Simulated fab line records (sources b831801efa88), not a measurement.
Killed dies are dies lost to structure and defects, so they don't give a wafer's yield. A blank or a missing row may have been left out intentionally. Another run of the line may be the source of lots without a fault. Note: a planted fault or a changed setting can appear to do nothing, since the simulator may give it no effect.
Comparing a struck lot with a sound one / flow sky130 / 43 steps out of a route of 708
Sound: these wafers, L775.1, L775.2, L775.3. Wafers L781.1, L781.3, L781.5 were the ones struck. Last of all comes the cause.
At each step with rows: each side's tool, then ch and its chambers, then its first start. Under that, the readings that differ: sound wafers / struck wafers / difference of the means / sigmas: that difference in standard deviations of wafers without a fault.
alike: a reading whose means differ by less than 2 such deviations, as well as words and numbers matching on both sides. not compared: withheld readings; readings where some wafer has no value; bounds like >300 that might hide an equal value; numbers whose values overlap and for which the record gives no deviation.
Wherever a step has rows on one side only, a row that says differs or no value, or a row with sigmas, the two part there. Numbers that don't overlap but have no deviation are shown without sigmas and don't part them. A reading missing from all wafers of one side parts the sides only when that side holds two or more wafers.

first, 3 steps without rows for these wafers: SKY_METAL2_EXPOSE_12 (exposes mask MM2, target cd 140 nm); SKY_METAL2_PEB_13; SKY_METAL2_DEVELOP_14 (develop time 60 s).
SKY_METAL2_CD_MEAS_15 targets a cd of 140 nm.
  struck on cd sem-01, day 38 12:26; sound on cd sem-02, day 36 12:37
  alike: cd nm
SKY_METAL2_OVL_MEAS_16:
  struck on overlay-02, day 38 12:33; sound on overlay-02, day 36 12:44
  alike: METAL2_OVL
SKY_METAL2_DESCUM_17: chemistry O2, time 8 s.
  sound on rie metal-01 ch 0,1, day 36 12:46; struck on rie metal-02 ch 0,1, day 38 12:35
  alike: drypump motor current A, oes product au
  not compared: rf hours counter h
then, 2 steps without rows for these wafers: SKY_METAL2_ETCH_18 (etches BARC in N2/H2, stops on SiO2, time 45.9 s, target depth 60 nm); SKY_METAL2_METAL_ETCH_19 (etches the open film in Cl2/BCl3, stops on SiO2, target depth 360 nm, time 78 s).
SKY_METAL2_STRIP_20: strips in O2/N2.
  sound on plasma asher-01 ch 0,1, day 36 12:58; struck on plasma asher-01 ch 0,1, day 38 12:47
  alike: drypump motor current A, oes product au, strip time to endpoint s
  not compared: rf hours counter h
then, 3 steps without rows for these wafers: SKY_METAL2_STRIP_21 (strips in post etch residue remover, time 1200 s); SKY_METAL2_CLEAN_22 (cleans in IPA, time 180 s); SKY_METAL2_CLEAN_23 (cleans in O3/DIW).
SKY_VIA2_HDPCVD_00: deposits SiO2, target thk 1180 nm, time 196.7 s.
  sound on hdpcvd-02 ch 0,1,2, day 36 13:33; struck on hdpcvd-02 ch 0,2, day 38 13:29
SKY_VIA2_THK_MEAS_01:
  struck on film metro-01, day 38 13:37; sound on film metro-01, day 36 13:40
  alike: VIA2_HDPCVD_THK
then, 1 step without rows for these wafers: SKY_VIA2_CMP_02 (polishes SiO2).
SKY_VIA2_BOW_MEAS_03:
  struck on film metro-02, day 38 13:58; sound on film metro-01, day 36 14:18
  alike: VIA2_BOW
then, 8 steps without rows for these wafers: SKY_VIA2_DEHYDRATE_04 (time 60 s); SKY_VIA2_HMDS_05 (prime time 60 s); SKY_VIA2_COAT_06 (resist thk 60 nm); SKY_VIA2_COAT_07 (resist thk 450 nm); SKY_VIA2_SOFTBAKE_08 (time 90 s); SKY_VIA2_EXPOSE_09 (exposes mask VIM2, target cd 200 nm); SKY_VIA2_PEB_10; SKY_VIA2_DEVELOP_11 (develop time 60 s).
SKY_VIA2_CD_MEAS_12 targets a cd of 200 nm.
  struck on cd sem-02, day 39 14:50; sound on cd sem-02, day 37 16:08
reading=cd nm (nm); sound=203.0 202.8 203.5; struck=198.7 198.1 200.1; difference=-4.1; sigmas=-3
SKY_VIA2_OVL_MEAS_13:
  struck on overlay-02, day 39 14:57; sound on overlay-01, day 37 16:15
  alike: VIA2_OVL
then, 6 steps without rows for these wafers: SKY_VIA2_ETCH_14 (etches BARC in N2/H2, stops on SiO2, time 45.9 s, target depth 60 nm); SKY_VIA2_ETCH_15 (etches SiO2 in C4F8/O2/Ar, stops on TiN, target depth 546 nm, time 84 s); SKY_VIA2_STRIP_16 (strips in O2/N2); SKY_VIA2_STRIP_17 (strips in post etch residue remover, time 1200 s); SKY_VIA2_CLEAN_18 (cleans in IPA, time 180 s); SKY_VIA2_CLEAN_19 (cleans in O3/DIW).
SKY_VIA2_SPUTTER_20: material TiN, target thk 20 nm, time 80 s.
  struck on pvd sputter-04, day 39 15:41; sound on pvd sputter-02, day 37 17:04
  alike: throttle valve pct
then, 1 step without rows for these wafers: SKY_VIA2_CVD_21 (deposits W, target thk 420 nm, time 126.4 s).
SKY_VIA2_RS_MEAS_22: measurement is done with a four-point probe.
  struck on film metro-01, day 39 15:53; sound on film metro-01, day 37 17:16
  alike: VIA2_W_RS
SKY_VIA2_THK_MEAS_23: measures by xrf.
  struck on film metro-01, day 39 16:00; sound on film metro-01, day 37 17:23
  alike: VIA2_W_THK
then, 1 step without rows for these wafers: SKY_VIA2_CMP_24 (polishes, stops on SiO2, t overpolish 20 s, target thk 0 nm).
SKY_METAL3_SPUTTER_00: material Ti, target thk 15 nm, time 10 s.
  struck on pvd sputter-03, day 39 16:22; sound on pvd sputter-01, day 37 17:44
  alike: throttle valve pct
then, 1 step without rows for these wafers: SKY_METAL3_SPUTTER_01 (material TiN, target thk 20 nm, time 16.7 s).
SKY_METAL3_SPUTTER_02: material AlCu, target thk 735 nm, time 39.1 s.
  struck on pvd sputter-03, day 39 16:25; sound on pvd sputter-01, day 37 17:47
  alike: throttle valve pct
then, 2 steps without rows for these wafers: SKY_METAL3_SPUTTER_03 (material Ti, target thk 5 nm, time 3.3 s); SKY_METAL3_SPUTTER_04 (material TiN, target thk 70 nm, time 58.3 s).
-- the record jumps here: 9 days lie between the struck wafers' starts before and after (it left off in module METAL3 and takes up again in module PAD_OPEN, whose first step shown is number 708 of the route) --
SKY_PAD_OPEN_PROBE_99:
  struck on prober-02, day 48 09:55; sound on prober-02, day 47 04:26
reading=defect limited yield (%); sound=84.1 82.5 84.6; struck=78.9 76.2 76.8; difference=-6.4; sigmas=-4
reading=killed_at_M0_to_M3; sound=36 48 47; struck=69 74 87; difference=+33; sigmas=+5
reading=killed dies; sound=78 86 76; struck=104 117 114; difference=+32; sigmas=+4
reading=sort_bin_3_pad_short (%); sound=1.4 1.4 0; struck=2.2 1.6 2.2; difference=+1.1; sigmas=+3
reading=sort_bin_5_function (%); sound=9.8 10.4 10.2; struck=13.6 16.1 15.4; difference=+4.9; sigmas=+4
reading=sort n pass; sound=414 406 416; struck=388 375 378; difference=-32; sigmas=-4
reading=sort yield pct (%); sound=84.1 82.5 84.6; struck=78.9 76.2 76.8; difference=-6.4; sigmas=-4
reading=model.etest.tester.sort n pass; sound=414 406 416; struck=388 375 378; difference=-32; sigmas=
reading=model.etest.tester.sort yield pct (%); sound=84.15 82.52 84.55; struck=78.86 76.22 76.83; difference=-6.44; sigmas=
reading=model.etest.tester.sort_bin_5_pct (%); sound=9.756 10.37 10.16; struck=13.62 16.06 15.45; difference=+4.95; sigmas=
reading=model.etest.tester.sort_bin_3_pct (%); sound=1.423 1.423 0; struck=2.236 1.626 2.236; difference=+1.084; sigmas=
  alike: killed_at_M4_up, killed at contacts, killed at front end, killed at other, killed open, killed short, sort_bin_6_memory

WHERE THEY PART
Earliest at SKY_VIA2_CD_MEAS_12; latest, in this record, at SKY_PAD_OPEN_PROBE_99.

WHY: the cause the simulator had injected
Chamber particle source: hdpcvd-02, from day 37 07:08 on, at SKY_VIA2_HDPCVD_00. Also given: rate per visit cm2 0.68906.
